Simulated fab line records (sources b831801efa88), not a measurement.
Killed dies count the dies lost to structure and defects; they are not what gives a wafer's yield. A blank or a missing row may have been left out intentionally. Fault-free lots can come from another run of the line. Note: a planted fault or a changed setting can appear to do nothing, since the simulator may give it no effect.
Comparing a struck lot with a sound one / flow sky130 / 19 out of 708 route steps
Sound: these wafers, L619.1, L619.4, L619.5. Struck: wafers L625.4, L625.5, L625.6. At the end, the cause is stated.
Order at every step that has rows: each side's tool, ch and its chambers, its first start. Under that, the readings that differ: sound wafers / struck wafers / difference of the means / sigmas: that difference in standard deviations of wafers without a fault.
alike: readings whose means differ by less than 2 such deviations, and words and numbers that are the same on both sides. not compared: withheld readings, readings that some wafer has no value for, bounds like >300 that may hide the same value, and numbers for which the record gives no deviation and whose values overlap.
A row with sigmas, a row that says differs or no value, or rows on one side alone: a step with any of these is where the two part. Numbers that have no deviation but don't overlap get no sigmas and don't part them. Lack of a reading on every wafer of one side parts them only where that side has two or more wafers.

SKY_VIA1_ETCH_15: etches SiO2 in C4F8/O2/Ar, stops on TiN, target depth 351 nm, time 54 s.
  sound on rie-diel-03 ch 0,2, day 35 08:55; struck on rie-diel-01 ch 1,2, day 37 01:50
  alike: oes-product-au
  not compared: rf-hours-counter-h
SKY_VIA1_STRIP_16: strips in O2/N2.
  sound on plasma-asher-03 ch 0,1, day 35 08:57; struck on plasma-asher-02 ch 0,1, day 37 01:55
  alike: drypump-motor-current-A, oes-product-au, strip-time-to-endpoint-s
  not compared: rf-hours-counter-h
then, 3 steps without rows for these wafers: SKY_VIA1_STRIP_17 (strips in post etch residue remover, time 1200 s); SKY_VIA1_CLEAN_18 (cleans in IPA, time 180 s); SKY_VIA1_CLEAN_19 (cleans in O3/DIW).
SKY_VIA1_SPUTTER_20: material TiN, target thk 20 nm, time 80 s.
  sound on pvd-sputter-01 at day 35 09:34; struck on pvd-sputter-04 at day 37 02:31
  alike: throttle-valve-pct
then, 1 step without rows for these wafers: SKY_VIA1_CVD_21 (deposits W, target thk 270 nm, time 80.902 s).
SKY_VIA1_RS_MEAS_22: uses a four-point probe to measure.
  sound on film-metro-03 at day 35 09:43; struck on film-metro-04 at day 37 02:42
  alike: VIA1_W_RS
SKY_VIA1_THK_MEAS_23: measures by xrf.
  sound on film-metro-03 at day 35 09:50; struck on film-metro-04 at day 37 02:47
  alike: VIA1_W_THK
SKY_VIA1_CMP_24: polishes, stops on SiO2, t overpolish 15 s, target thk 0 nm.
  sound on cmp-01 ch 0,1,3, day 35 10:07; struck on cmp-02 ch 0,2,3, day 37 02:58
  alike: motor-current-A, overpolish-run-s, time-to-endpoint-s
then, 2 steps without rows for these wafers: SKY_METAL2_SPUTTER_00 (material Ti, target thk 15 nm, time 10 s); SKY_METAL2_SPUTTER_01 (material TiN, target thk 20 nm, time 16.7 s).
SKY_METAL2_SPUTTER_02: material AlCu, target thk 250 nm, time 13.79 s.
  sound on pvd-sputter-03 at day 35 10:25; struck on pvd-sputter-03 at day 37 03:10
reading=model.AlCu_of_METAL2_SPUTTER_02.thk-nm (nm); sound=258.4 259.8 259.8; struck=228.4 230.1 228.4; difference=-30.4; sigmas=
  alike: throttle-valve-pct
SKY_METAL2_SPUTTER_03: material Ti, target thk 5 nm, time 3.3 s.
  sound on pvd-sputter-03 at day 35 10:26; struck on pvd-sputter-03 at day 37 03:11
  alike: throttle-valve-pct
then, 1 step without rows for these wafers: SKY_METAL2_SPUTTER_04 (material TiN, target thk 70 nm, time 58.3 s).
SKY_METAL2_RS_MEAS_05: uses a four-point probe to measure.
  sound on film-metro-03 at day 35 10:31; struck on film-metro-03 at day 37 03:19
reading=METAL2_ALCU_RS (ohm/sq); sound=0.1224 0.1218 0.1216; struck=0.1392 0.1380 0.1391; difference=+0.0168; sigmas=+14
SKY_METAL2_THK_MEAS_06: measures by xrf.
  sound on film-metro-03 at day 35 10:38; struck on film-metro-03 at day 37 03:25
reading=METAL2_ALCU_THK (nm); sound=260.4 261.4 261.8; struck=231.2 230.8 230.2; difference=-30.5; sigmas=-12
then, 1 step without rows for these wafers: SKY_METAL2_DEHYDRATE_07 (time 60 s).
-- the record jumps here: 11 days lie between the struck wafers' starts before and after (it left off in module METAL2 and takes up again in module PAD_OPEN, whose first step shown is number 708 of the route) --
SKY_PAD_OPEN_PROBE_99:
  sound on prober-02 at day 46 21:07; struck on prober-02 at day 48 07:01
reading=model.etest.met2.line-ohm-um; sound=0.87 0.8852 0.8503; struck=1.004 1.01 0.9931; difference=+0.134; sigmas=
reading=model.etest.met2.rs-ohm-sq; sound=0.1237 0.1238 0.1231; struck=0.1415 0.1404 0.1404; difference=+0.0172; sigmas=
  alike: defect-limited-yield, killed_at_M0_to_M3, killed_at_M4_up, killed-at-contacts, killed-at-front-end, killed-at-other, killed-dies, killed-open, killed-short, sort_bin_3_pad_short, sort_bin_5_function, sort_bin_6_memory, sort-n-pass, sort-yield-pct

## WHERE THEY PART
First at SKY_METAL2_RS_MEAS_05; last, within this record, at SKY_METAL2_THK_MEAS_06. Later steps at which nothing parts them and some readings are alike: SKY_PAD_OPEN_PROBE_99.

WHY: what the simulator had put in
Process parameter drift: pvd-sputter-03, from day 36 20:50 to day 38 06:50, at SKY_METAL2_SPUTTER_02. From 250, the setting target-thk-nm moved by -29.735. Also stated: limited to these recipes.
